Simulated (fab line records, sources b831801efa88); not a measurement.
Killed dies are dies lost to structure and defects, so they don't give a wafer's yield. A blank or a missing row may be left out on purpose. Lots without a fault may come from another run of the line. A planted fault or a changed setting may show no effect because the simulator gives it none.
fab line records | flow sky130
record lots=7 wafers=21 last_day=50
route steps=708 shown FIELD_ISO@30 NWELL@32 DNWELL@35 PWDE@45 PAD_OPEN@708
lots that met no fault: from a run of the same line without faults
start_h: hours from the record's first day to the start of the lot's first wafer shown | wait_h: hours since the lot's step before | " the same as in the row above | L1.1+2: a row that stands for several wafers | - no value, or no start given | * or withheld: withheld | < > ~ a bound
route shown NAME@n: a module of which the file shows steps, and the number in the route of the first | usual: mean/standard deviation of fault-free wafers | same: alike in all rows | chamber/n: place in a boat | sites: the reading at each site | _std_site: their standard deviation | _edge_site: outer sites' mean less inner sites' | radius_mm: how far each site lies from the wafer's centre | mask NAME#n: copy n | behind: the tool/chamber that last shaped the wafer | hold: why the lot was held/for how many hours/how that ended | device: the transistor (n, p or np) that didn't switch | end of line: the same wafers' tests at the end of the route | a step without rows: its recipe alone | killed: dies lost to structure and defects at the first sort, not the wafer's yield | map: a wafer's dies, x killed, . not, _ none there
set.NAME: the setting as run; set.NAME@STEP: as run at that earlier step | model.NAME: the simulator's own value behind a step, which no gauge read
lots at some steps of the route; a table a step, a row a wafer
services: from which hour (start_h, from the record's first day; less than 0 if before it) a tool's chamber was out of use, for how many hours, and why
## steps
# step SKY_FIELD_ISO_WET_ETCH_29
# recipe chemistry=H3PO4 target_depth_nm=160 target=Si3N4 temp_c=160 time_s=1825
# step SKY_FIELD_ISO_WET_ETCH_30
# recipe chemistry=dHF target_depth_nm=25 target=SiO2 dilution=10:1 temp_c=25 time_s=50
# step SKY_NWELL_CLEAN_00
# recipe chemistry=SC1/SC2 mix=1:4:20 temp_c=70 time_s=150 dry=n2_spin
# step SKY_NWELL_OXIDATION_01
# recipe temp_c=900 ambient=O2 stabilise_s=600 purge_s=300 target_thk_a=100 ox_time_s=1418
# step SKY_NWELL_THK_MEAS_02
# recipe reads=SiO2_of_NWELL_OXIDATION_01
# usual NWELL_OXIDATION_THK=10.12/0.16
# columns lot.wafer tool chamber start_h wait_h NWELL_OXIDATION_THK[nm]
L798.2 film_metro-02 - 41.85 0.0 10.02
L798.3 " - " " 10.25
L798.6 " - " " 10.18
L802.1 film_metro-03 - 60.89 0.0 9.98
L802.3 " - " " 10.06
L802.6 " - " " 10.21
L803.2 film_metro-02 - 68.23 0.0 10.20
L803.4 " - " " 10.21
L803.6 " - " " 10.36
L805.1 film_metro-03 - 79.05 0.0 10.17
L805.2 " - " " 10.21
L805.5 " - " " 10.21
L810.2 film_metro-02 - 103.56 0.0 10.16
L810.4 " - " " 10.33
L810.5 " - " " 10.07
L815.2 film_metro-02 - 129.05 0.0 10.13
L815.3 " - " " 10.18
L815.4 " - " " 10.12
L819.2 film_metro-03 - 155.22 0.0 10.07
L819.3 " - " " 10.24
L819.5 " - " " 10.18
# step SKY_DNWELL_DEHYDRATE_00
# recipe temp_c=200 time_s=60
# step SKY_DNWELL_HMDS_01
# recipe prime_time_s=60 prime_temp_c=120
# step SKY_DNWELL_COAT_02
# recipe spin_rpm=2000 resist_thk_nm=3000
# step SKY_DNWELL_SOFTBAKE_03
# recipe temp_c=110 time_s=withheld
# step SKY_DNWELL_EXPOSE_04
# recipe mask_id=DNM na=0.57 target_cd_nm=3000 dose_mj=222
# step SKY_DNWELL_PEB_05
# recipe temp_c=115 time_s=withheld
# step SKY_DNWELL_DEVELOP_06
# recipe wall_angle_deg=90 developer=TMAH develop_time_s=60 dev_temp_c=23
# step SKY_DNWELL_IMPLANT_07
# recipe species=P energy_kev=withheld dose_cm2=withheld tilt_deg=withheld
# same implant_ion_amu=*
# columns lot.wafer tool chamber start_h wait_h
L798.2+3+6 implanter-03 0 58.11 -
L802.1+3+6 implanter-03 0 84.62 -
L802.1+3+6 implanter-03 0 84.94 0.3
L803.2+4+6 implanter-04 0 84.99 -
L805.1+2+5 implanter-01 0 95.82 -
L805.1+2+5 implanter-01 0 96.14 0.3
L810.2+4+5 implanter-01 0 122.09 -
L810.2+4+5 implanter-01 0 122.41 0.3
L815.2+3+4 implanter-01 0 148.46 -
L819.2+3+5 implanter-04 0 174.96 -
# step SKY_DNWELL_STRIP_08
# recipe chemistry=O2/N2 power_w=1400 pressure_mtorr=1500 platen_temp_c=withheld o2_flow_sccm=3000 n2_flow_sccm=300 overash_fraction=0.5
# usual drypump_motor_current_A=5.7/0.57 oes_product_au=0.722/0.0046 strip_time_to_endpoint_s=36.98/0.1
# columns lot.wafer tool chamber start_h wait_h drypump_motor_current_A oes_product_au rf_hours_counter_h strip_time_to_endpoint_s
L798.2 plasma_asher-03 0 58.23 0.1 6.7 0.733 38 36.82
L798.3 " 0 " " 6.7 0.717 - 36.86
L798.6 " 0 " " 6.7 0.725 - 36.69
L802.1 plasma_asher-04 1 85.09 0.1 5.3 0.715 27 36.89
L802.3 " 1 " " 5.3 0.716 - 36.86
L802.6 " 0 " " 5.0 0.725 - 36.90
L803.2 plasma_asher-03 0 85.12 0.1 6.7 0.722 41 36.98
L803.4 " 0 " " 6.7 0.717 - 36.93
L803.6 " 0 " " 6.7 0.716 - 37.04
L805.1 plasma_asher-03 0 96.29 0.1 6.7 0.730 42 37.21
L805.2 " 1 " " 5.9 0.727 42 37.04
L805.5 " 0 " " 6.7 0.722 - 37.00
L810.2 plasma_asher-03 1 122.62 0.2 5.9 0.727 0 36.82
L810.4 " 1 " " 5.9 0.727 - 36.84
L810.5 " 1 " " 5.9 0.717 - 36.88
L815.2 plasma_asher-03 0 148.58 0.1 6.7 0.730 3 37.05
L815.3 " 0 " " 6.7 0.720 - 37.13
L815.4 " 1 " " 5.9 0.727 - 37.12
L819.2 plasma_asher-04 0 175.08 0.1 5.0 0.718 36 36.92
L819.3 " 0 " " 5.0 0.728 - 37.04
L819.5 " 0 " " 5.0 0.718 - 36.92
# step SKY_DNWELL_TW_MEAS_09
# usual DNWELL_TW=1118/7.3
# columns lot.wafer tool chamber start_h wait_h DNWELL_TW
L798.2 film_metro-01 - 58.34 0.1 1132
L798.3 " - " " 1122
L798.6 " - " " 1123
L803.2 film_metro-03 - 85.23 0.1 1101
L803.4 " - " " 1106
L803.6 " - " " 1107
L802.1 film_metro-01 - 85.27 0.2 1410
L802.3 " - " " 1408
L802.6 " - " " 1411
L805.1 film_metro-01 - 96.39 0.1 1399
L805.2 " - " " 1396
L805.5 " - " " 1400
L810.2 film_metro-03 - 122.73 0.1 1398
L810.4 " - " " 1399
L810.5 " - " " 1397
L815.2 film_metro-01 - 148.69 0.1 1117
L815.3 " - " " 1123
L815.4 " - " " 1121
L819.2 film_metro-03 - 175.19 0.1 1123
L819.3 " - " " 1119
L819.5 " - " " 1123
# step SKY_PWDE_DEHYDRATE_00
# recipe temp_c=200 time_s=60
# step SKY_PAD_OPEN_PROBE_99
# usual killed_at_M0_to_M3=42/7.3 killed_at_M4_up=3.2/1.8 killed_at_contacts=25/5.2 killed_at_front_end=15/4.6 killed_at_other=0.3/0.62 killed_dies=85/9.9 killed_on_rim=17/3.9 killed_open=46/7.1 killed_short=38/5.7
# same gross_dies=492 killed_at_back_side=0
# columns lot.wafer tool chamber start_h wait_h killed_at_M0_to_M3 killed_at_M4_up killed_at_contacts killed_at_front_end killed_at_other killed_dies killed_on_rim killed_open killed_short model.etest.res_deep_nwell.rs_ohm_sq model.etest.res_deep_nwell.line_ohm_um model.etest.res_pwde_under_gate.rs_ohm_sq model.etest.res_pwell_under_gate.rs_ohm_sq model.etest.res_deep_nwell.rs_ohm_sq_range
L798.2 prober-02 - 1086.17 0.1 41 2 26 20 0 89 20 46 43 2172 718.9 6162 2304 61.08
L798.3 prober-02 - 1086.22 0.2 34 2 33 15 0 84 13 46 38 2191 733.7 6154 2281 68.89
L798.6 prober-02 - 1086.37 0.2 38 2 25 16 0 81 16 48 33 2185 711.2 6135 2270 61.2
L802.1 prober-01 - 1110.79 0.1 58 1 25 11 1 96 17 55 41 1230 409.8 6439 2323 40.31
L802.3 prober-01 - 1110.89 0.2 43 8 30 11 0 92 17 55 35 1224 409.9 6454 2336 34.23
L802.6 prober-01 - 1111.04 0.2 42 3 30 10 1 86 18 41 44 1240 413.1 6425 2320 38.96
L803.2 prober-02 - 1115.94 0.1 44 0 22 11 1 78 14 43 35 2208 731.4 6247 2296 40.27
L803.4 prober-02 - 1116.04 0.2 35 5 31 13 0 84 14 38 46 2170 726.4 6276 2301 37.8
L803.6 prober-02 - 1116.14 0.2 40 0 34 23 0 97 23 51 46 2195 733.5 6286 2295 39.37
L805.1 prober-02 - 1129.08 0.1 28 1 21 24 1 75 12 38 37 1233 411.5 6396 2329 29.41
L805.2 prober-02 - 1129.13 0.1 38 2 20 19 0 79 21 40 39 1237 415.1 6362 2332 40.1
L805.5 prober-02 - 1129.28 0.2 43 3 14 11 0 71 13 41 30 1228 413.4 6375 2324 38.52
L810.2 prober-01 - 1151.76 0.1 43 2 24 13 0 82 14 52 30 1214 410.5 6428 2302 72.2
L810.4 prober-01 - 1151.86 0.2 54 5 19 14 2 94 19 50 44 1228 413.6 6447 2310 36.54
L810.5 prober-01 - 1151.91 0.2 47 3 13 16 0 79 13 42 37 1228 405.9 6410 2315 42.93
L815.2 prober-02 - 1177.12 0.1 37 3 27 15 0 82 17 47 35 2203 735.5 6136 2272 58.43
L815.3 prober-02 - 1177.17 0.2 42 3 38 15 0 98 16 58 40 2204 720.9 6179 2278 42.24
L815.4 prober-02 - 1177.22 0.2 44 1 17 10 0 72 18 40 32 2212 741 6158 2298 37.48
L819.2 prober-02 - 1195.69 0.1 52 5 28 6 0 91 15 48 43 2186 733.7 6241 2279 67.28
L819.3 prober-02 - 1195.74 0.2 39 3 24 13 0 79 11 47 32 2196 741.4 6225 2294 49.58
L819.5 prober-02 - 1195.84 0.2 33 3 26 19 1 82 16 42 38 2211 738.7 6217 2273 49.66
# killed by level:class
L798.2 VIA1:geometric_particle:open=11 CONTACT:geometric_particle:open=9 CONTACT:geometric_particle:short=7 FIELD_ISO:geometric_particle:short=6 POLY_GATE:geometric_particle:short=5 VIA3:geometric_particle:open=5 METAL2:geometric_particle:short=5 METAL3:geometric_particle:short=5
L798.3 LI_CONTACT:geometric_particle:open=12 CONTACT:geometric_particle:open=11 VIA1:geometric_particle:open=9 CONTACT:geometric_particle:short=7 METAL1:geometric_particle:short=7 FIELD_ISO:geometric_particle:short=4 POLY_GATE:geometric_particle:short=4 POLY_GATE:geometric_particle:open=4
L798.6 VIA1:geometric_particle:open=10 CONTACT:geometric_particle:short=9 CONTACT:geometric_particle:open=8 VIA3:geometric_particle:open=8 METAL1:geometric_particle:short=6 LI_CONTACT:geometric_particle:open=4 LOCAL_INTERCONNECT:geometric_particle:short=4 FIELD_ISO:geometric_particle:open=3
L802.1 VIA1:geometric_particle:open=14 CONTACT:geometric_particle:open=13 VIA3:geometric_particle:open=11 METAL1:geometric_particle:short=7 VIA2:geometric_particle:open=7 METAL2:geometric_particle:short=6 VIA1:geometric_particle:short=5 SPACER:geometric_particle:short=4
L802.3 VIA1:geometric_particle:open=13 LI_CONTACT:geometric_particle:open=11 VIA2:geometric_particle:open=8 FIELD_ISO:geometric_particle:open=5 CONTACT:geometric_particle:short=5 METAL2:geometric_particle:short=5 METAL4:geometric_particle:short=5 LOCAL_INTERCONNECT:geometric_particle:short=4
L802.6 VIA1:geometric_particle:open=11 CONTACT:geometric_particle:open=8 LI_CONTACT:geometric_particle:open=7 LI_CONTACT:geometric_particle:short=6 VIA1:geometric_particle:short=6 METAL1:geometric_particle:short=5 CONTACT:geometric_particle:short=5 VIA2:geometric_particle:open=5
L803.2 VIA1:geometric_particle:open=12 CONTACT:geometric_particle:short=8 VIA2:geometric_particle:open=7 CONTACT:geometric_particle:open=5 LI_CONTACT:geometric_particle:open=4 METAL2:geometric_particle:short=4 METAL3:geometric_particle:short=4 FIELD_ISO:geometric_particle:open=3
L803.4 CONTACT:geometric_particle:open=13 VIA1:geometric_particle:short=9 VIA1:geometric_particle:open=7 CONTACT:geometric_particle:short=6 LOCAL_INTERCONNECT:geometric_particle:short=5 VIA2:geometric_particle:open=5 FIELD_ISO:geometric_particle:short=4 LI_CONTACT:geometric_particle:short=4
L803.6 LI_CONTACT:geometric_particle:open=12 CONTACT:geometric_particle:open=9 METAL1:geometric_particle:short=9 FIELD_ISO:geometric_particle:short=8 VIA1:geometric_particle:open=8 VIA2:geometric_particle:open=6 LOCAL_INTERCONNECT:geometric_particle:short=5 CONTACT:geometric_particle:short=5
L805.1 FIELD_ISO:geometric_particle:open=7 CONTACT:geometric_particle:open=6 VIA1:geometric_particle:open=6 FIELD_ISO:geometric_particle:short=4 POLY_GATE:geometric_particle:short=4 METAL1:geometric_particle:open=4 LI_CONTACT:geometric_particle:open=4 METAL1:geometric_particle:short=4
L805.2 FIELD_ISO:geometric_particle:open=9 CONTACT:geometric_particle:open=7 METAL1:geometric_particle:short=7 VIA3:geometric_particle:open=6 LI_CONTACT:geometric_particle:open=5 FIELD_ISO:geometric_particle:short=5 CONTACT:geometric_particle:short=5 VIA1:geometric_particle:open=5
L805.5 VIA1:geometric_particle:open=10 VIA3:geometric_particle:open=7 CONTACT:geometric_particle:open=6 METAL1:geometric_particle:short=6 VIA1:geometric_particle:short=6 VIA2:geometric_particle:open=6 POLY_GATE:geometric_particle:open=4 VIA3:geometric_particle:short=3
L810.2 VIA1:geometric_particle:open=10 VIA3:geometric_particle:open=9 LI_CONTACT:geometric_particle:open=8 CONTACT:geometric_particle:open=7 FIELD_ISO:geometric_particle:open=5 VIA2:geometric_particle:short=5 POLY_GATE:geometric_particle:short=4 METAL3:geometric_particle:short=4
L810.4 METAL1:geometric_particle:short=10 VIA1:geometric_particle:open=10 VIA2:geometric_particle:open=9 CONTACT:geometric_particle:open=6 FIELD_ISO:geometric_particle:open=5 LI_CONTACT:geometric_particle:open=5 METAL2:geometric_particle:short=5 VIA3:geometric_particle:open=5
L810.5 VIA2:geometric_particle:open=10 VIA1:geometric_particle:open=8 FIELD_ISO:geometric_particle:short=7 CONTACT:geometric_particle:open=5 METAL2:geometric_particle:short=5 METAL3:geometric_particle:short=5 METAL1:geometric_particle:short=4 VIA3:geometric_particle:open=4
L815.2 VIA1:geometric_particle:open=14 LI_CONTACT:geometric_particle:open=10 CONTACT:geometric_particle:open=9 POLY_GATE:geometric_particle:short=5 VIA1:geometric_particle:short=4 METAL2:geometric_particle:short=4 VIA3:geometric_particle:open=4 FIELD_ISO:geometric_particle:short=3
L815.3 LI_CONTACT:geometric_particle:open=11 CONTACT:geometric_particle:open=11 VIA3:geometric_particle:open=10 POLY_GATE:geometric_particle:open=7 VIA1:geometric_particle:open=7 VIA1:geometric_particle:short=7 LI_CONTACT:geometric_particle:short=5 METAL2:geometric_particle:short=5
L815.4 METAL1:geometric_particle:short=12 CONTACT:geometric_particle:open=9 VIA1:geometric_particle:open=9 VIA3:geometric_particle:open=7 SPACER:geometric_particle:open=4 VIA3:geometric_particle:short=4 CONTACT:geometric_particle:short=3 METAL2:geometric_particle:short=3
L819.2 VIA1:geometric_particle:open=15 CONTACT:geometric_particle:open=10 LOCAL_INTERCONNECT:geometric_particle:short=8 VIA1:geometric_particle:short=7 VIA2:geometric_particle:open=7 METAL2:geometric_particle:short=5 LI_CONTACT:geometric_particle:open=4 VIA3:geometric_particle:short=4
L819.3 CONTACT:geometric_particle:open=10 LI_CONTACT:geometric_particle:open=8 VIA1:geometric_particle:short=7 VIA1:geometric_particle:open=6 VIA3:geometric_particle:open=5 VIA2:geometric_particle:open=5 FIELD_ISO:geometric_particle:open=4 METAL2:geometric_particle:short=4
L819.5 LI_CONTACT:geometric_particle:open=8 CONTACT:geometric_particle:open=6 VIA1:geometric_particle:open=6 VIA2:geometric_particle:open=6 FIELD_ISO:geometric_particle:short=5 CONTACT:geometric_particle:short=5 FIELD_ISO:geometric_particle:open=4 METAL3:geometric_particle:short=4
## services
# columns tool chamber start_h hours kind
plasma_asher-04 - 54.10 0.7 repair
implanter-04 - 59.36 1.4 repair
plasma_asher-03 - 67.44 1.6 repair
implanter-01 - 76.12 10.2 repair
implanter-03 - 87.06 10.8 pm
plasma_asher-03 - 108.75 9.0 pm
plasma_asher-03 0 108.75 9.0 vent_cycle
plasma_asher-03 1 108.75 9.0 vent_cycle
plasma_asher-03 0 117.75 - clean
plasma_asher-03 1 117.75 - clean
implanter-04 - 122.67 2.4 pm
implanter-01 - 128.34 5.1 pm
implanter-03 - 145.31 2.1 pm
plasma_asher-03 - 167.15 4.1 repair
## key
first_sign step=SKY_DNWELL_IMPLANT_07 reading=visit direction=added
effect step=SKY_DNWELL_TW_MEAS_09 reading=DNWELL_TW direction=up sigmas=39 usual=1118 struck=1402
model_effect step=SKY_PAD_OPEN_PROBE_99 value=etest.res_deep_nwell.rs_ohm_sq without=2215 struck=1229
met_at SKY_DNWELL_IMPLANT_07
struck_wafers L802.1,L802.3,L802.6,L805.1,L805.2,L805.5,L810.2,L810.4,L810.5
tester_left_out L802,L805,L810
fault kind=repeated_step_whole tool=implanter-01,implanter-03,implanter-04 chamber=- onset_h=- steps=SKY_DNWELL_IMPLANT_07 times=1 scope=struck_lots_only
# tester_left_out: of these lots the tester's yield and bins aren't shown, on N5 and GAA mostly nor the transistor test; their killed dies are dies lost to structure and defects alone, not to doping, threshold or leakage, so they don't give the yield
